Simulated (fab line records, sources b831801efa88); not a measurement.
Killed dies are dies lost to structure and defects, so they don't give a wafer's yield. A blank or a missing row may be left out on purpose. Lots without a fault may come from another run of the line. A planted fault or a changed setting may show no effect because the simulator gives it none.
Problem report in the 8D (eight disciplines) form, filled by code | flow sky130 | the parts of the form that need people (team, actions taken, sign-off) are left out

1. THE PROBLEM
heater_power_total_W at SKY_VT_ADJUST_HVTR_DEHYDRATE_00 reads a mean of 176.85 W on 6 wafers of 2 lots; wafers without a fault read 160.37 W with a standard deviation of 0.13. That is +99 or more standard deviations from the usual mean.
The step: time 60 s.
First seen on wafer L966.1, day 12 13:09, on litho_track-04. The record holds 42 wafers of 14 lots with a number at this step. Rule for "out", or "out of limits": more than 4 standard deviations from the usual mean. The other wafers with a number count as sound.

2. WHAT IT IS AND WHAT IT IS NOT
question                    | is                                 | is not
which readings at this step | heater_power_total_W, run_length_s | -
which lots                  | L966, L967                         | L955, L957, L958, L959, L960, L962, L971, L973, L974, L975, L976, L977
which wafers of those lots  | all that have a number             | -
read on which tools         | litho_track-04                     | litho_track-01, litho_track-02
when                        | from day 12 13:09                  | up to then (18 sound wafers); but 18 sound wafers of L971, L973, L974, L975, L976, L977 came after

3. SUSPECTS, AND WHAT RULES EACH OUT
Counting: a tool at a process step up to the reading stays a suspect if it ran every lot that is out and no sound lot after the first of them.
- litho_track-04 at SKY_VT_ADJUST_HVTR_DEHYDRATE_00 (time 60 s): ruled out as a lasting fault. Sound lots L977 ran on it after its first lot that is out, L966 (day 12 13:09).
Left after counting: nothing in the record.

4. THE CAUSE (what the simulator had put in)
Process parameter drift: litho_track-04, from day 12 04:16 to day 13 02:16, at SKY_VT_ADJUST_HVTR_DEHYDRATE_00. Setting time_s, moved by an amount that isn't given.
Counting ruled it out, wrongly.

5. THE CHAIN OF EFFECTS, in route order
Each row: a reading whose mean over the struck wafers that have a number lies more than 3 standard deviations from the usual. Only readings for which the record gives a usual standard deviation are gone through. hours: the time from each lot's start at the first step in this table that gives one to its start at this step, as a median over the lots. sigmas: the change in usual standard deviations.
hours | step                            | reading              | usual    | on struck wafers | change | sigmas
0     | SKY_VT_ADJUST_HVTR_DEHYDRATE_00 | heater_power_total_W | 160.37 W | 176.85           | +16.48 | +99 or more
0     | SKY_VT_ADJUST_HVTR_DEHYDRATE_00 | run_length_s         | 89.20 s  | 73.41            | -15.79 | -99 or more
The process steps in it:
- SKY_VT_ADJUST_HVTR_DEHYDRATE_00: time 60 s.
Readings that are blank on the struck wafers while sound wafers have them: plate_temp_C at SKY_VT_ADJUST_HVTR_DEHYDRATE_00.
Later measuring or inspecting steps at which every struck wafer that the step has a row for has a number for every such reading, and none has moved that far: SKY_CONTACT_BOW_MEAS_05, SKY_METAL1_RS_MEAS_05, SKY_METAL1_THK_MEAS_06.

6. WHAT WOULD HAVE CAUGHT IT SOONER
In this record the first reading out of limits was taken at day 12 13:09, 9 hours after the fault began at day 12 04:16.
